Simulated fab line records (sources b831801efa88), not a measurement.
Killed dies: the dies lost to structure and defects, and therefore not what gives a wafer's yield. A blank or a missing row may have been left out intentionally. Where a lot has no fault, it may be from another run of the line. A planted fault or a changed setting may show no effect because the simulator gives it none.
One fault through the eyes of 2 desks	flow sky130	each desk has only its own numbers; what lay behind them comes last

== METROLOGY DESK ==
Means of the sampled wafers that have a number, per lot and without regard to the tool the lot ran on: this is what the gauges read. Marked OUT: a lot whose mean sits more than 4 standard deviations from the usual mean, which makes it out of limits; the brackets give that distance.
Columns: A = NWELL_00_OVL at SKY_NWELL_OVL_MEAS_10, usual -0.4 nm; B = VT_ADJUST_HVTP_TW at SKY_VT_ADJUST_HVTP_TW_MEAS_11, usual 1353; C = VT_ADJUST_LVTN_OVL at SKY_VT_ADJUST_LVTN_OVL_MEAS_07, usual -1.3 nm
lot	first seen here	A	B	C
L210	day 4 23:59	-0.4	1358	-0.9
L212	day 5 14:50	-1.3	1369	-2.0
L217	day 6 16:56	0.8	650 (-77) OUT	-1.0
L218	day 6 23:05	-0.2	1346	-0.6
L219	day 7 03:38	-0.1	630 (-79) OUT	-2.8
L224	day 8 13:41	0.0	1359	-0.8
L223	day 8 14:18	-1.1	1357	0.4
L226	day 9 06:53	-0.2	1347	-3.0
L225	day 9 07:35	0.8	1338	-1.7
L227	day 9 15:56	-0.3	1344	-0.0
L228	day 9 17:07	0.3	1340	-2.6
L230	day 9 22:32	-1.6	1354	0.1
L231	day 10 04:08	-1.1	1347	-3.1
Finding of this desk: L217, L219 out of limits, first seen on L217 at day 8 10:15 (VT_ADJUST_HVTP_TW at SKY_VT_ADJUST_HVTP_TW_MEAS_11). L210, L212, L218, L224, L223, L226, L225, L227, L228, L230, L231: within limits.

== DESK OF THE TOOL OWNER: implanter-02 ==
The tool's own readings at SKY_VT_ADJUST_HVTP_IMPLANT_09, given as means over the sampled wafers that have a number, one for each lot that went through this tool. Marked OUT: a lot whose mean sits more than 4 standard deviations from the usual mean, which makes it out of limits; the brackets give that distance.
Columns: A = dose-ions-cm2 at SKY_VT_ADJUST_HVTP_IMPLANT_09, usual 4.299e+12; B = faraday-current-uA at SKY_VT_ADJUST_HVTP_IMPLANT_09, usual 24.3
lot	first seen here	A	B
L210	day 6 11:53	4.303e+12	24.3
L212	day 7 04:05	4.297e+12	24.5
L217	day 8 10:01	4.327e+11 (-99 or more) OUT	2.4 (-47) OUT
L219	day 8 22:01	4.310e+11 (-99 or more) OUT	2.4 (-47) OUT
This desk finds L217, L219 out of limits, L217 being first, at day 8 10:01 (dose-ions-cm2 at SKY_VT_ADJUST_HVTP_IMPLANT_09). L210, L212: within limits.

== PUT TOGETHER ==
At day 8 10:01, on L217, L219, the tool owner's desk was in a position to raise an alarm.
L217, L219 would have let the metrology desk raise an alarm at day 8 10:15.
Of the lots named, all ran SKY_VT_ADJUST_HVTP_IMPLANT_09 on implanter-02.

== WHAT THE SIMULATOR HAD INSERTED ==
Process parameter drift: implanter-02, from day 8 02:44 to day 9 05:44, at SKY_VT_ADJUST_HVTP_IMPLANT_09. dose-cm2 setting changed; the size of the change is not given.
Lots struck among those shown: L217, L219.
Time in hours from fault onset to the first out-of-limits reading at each desk: tool owner's desk 7, metrology desk 8.
